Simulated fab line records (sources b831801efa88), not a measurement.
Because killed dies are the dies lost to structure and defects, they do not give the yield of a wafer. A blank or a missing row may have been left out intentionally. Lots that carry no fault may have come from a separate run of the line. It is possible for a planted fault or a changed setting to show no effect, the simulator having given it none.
Chamber matching / flow gf180mcu / GF_CONTACT_CMP_04 on cmp-01 has 4 sister chambers
The step polishes SiO2. 7 wafers are shown with their chamber, then 8 later ones without.

## EACH WAFER AND ITS CHAMBER
wafer=L563.5; chamber=2; motor-current-A (A)=12.6; platen-rpm (rpm)=60.00
wafer=L565.2; chamber=1; motor-current-A (A)=11.6; platen-rpm (rpm)=59.98
wafer=L565.5; chamber=3; motor-current-A (A)=11.0; platen-rpm (rpm)=60.01
wafer=L571.1; chamber=1; motor-current-A (A)=11.7; platen-rpm (rpm)=60.06
wafer=L571.4; chamber=0; motor-current-A (A)=15.0; platen-rpm (rpm)=60.03
wafer=L571.5; chamber=3; motor-current-A (A)=11.2; platen-rpm (rpm)=60.00
wafer=L580.2; chamber=2; motor-current-A (A)=12.8; platen-rpm (rpm)=59.97

## WAFERS MISSING THEIR CHAMBER
wafer=L580.3; motor-current-A (A)=11.6; platen-rpm (rpm)=59.98
wafer=L580.5; motor-current-A (A)=12.3; platen-rpm (rpm)=59.97
wafer=L582.1; motor-current-A (A)=12.5; platen-rpm (rpm)=59.97
wafer=L582.3; motor-current-A (A)=11.9; platen-rpm (rpm)=60.04
wafer=L582.4; motor-current-A (A)=14.0; platen-rpm (rpm)=59.95
wafer=L581.1; motor-current-A (A)=12.7; platen-rpm (rpm)=60.04
wafer=L581.3; motor-current-A (A)=14.2; platen-rpm (rpm)=59.99
wafer=L581.5; motor-current-A (A)=11.6; platen-rpm (rpm)=59.97

## THE CHAMBER EACH PASSED THROUGH
wafer=L580.3; from the rows above=1; in truth=1
wafer=L580.5; from the rows above=2; in truth=2
wafer=L582.1; from the rows above=2; in truth=2
wafer=L582.3; from the rows above=1; in truth=1
wafer=L582.4; from the rows above=0; in truth=0
wafer=L581.1; from the rows above=2; in truth=2
wafer=L581.3; from the rows above=0; in truth=0
wafer=L581.5; from the rows above=1; in truth=1
Correctly placed: 8 of 8. Not placeable from these rows: 0. Wrongly placed: 0.
How it was worked out, from the rows above alone: a wafer's distance from a chamber is the root of the sum, over the readings, of the square of ((its reading less the chamber's mean) divided by the reading's scatter). The wafer belongs to the nearest chamber; if the next one is less than 2 further off, it can't be placed. The mean given for a chamber averages the wafers shown for that chamber. The scatter: take each reading less its chamber's mean, square it, sum over the shown wafers, divide by the number of wafers less the number of chambers, and take the root.
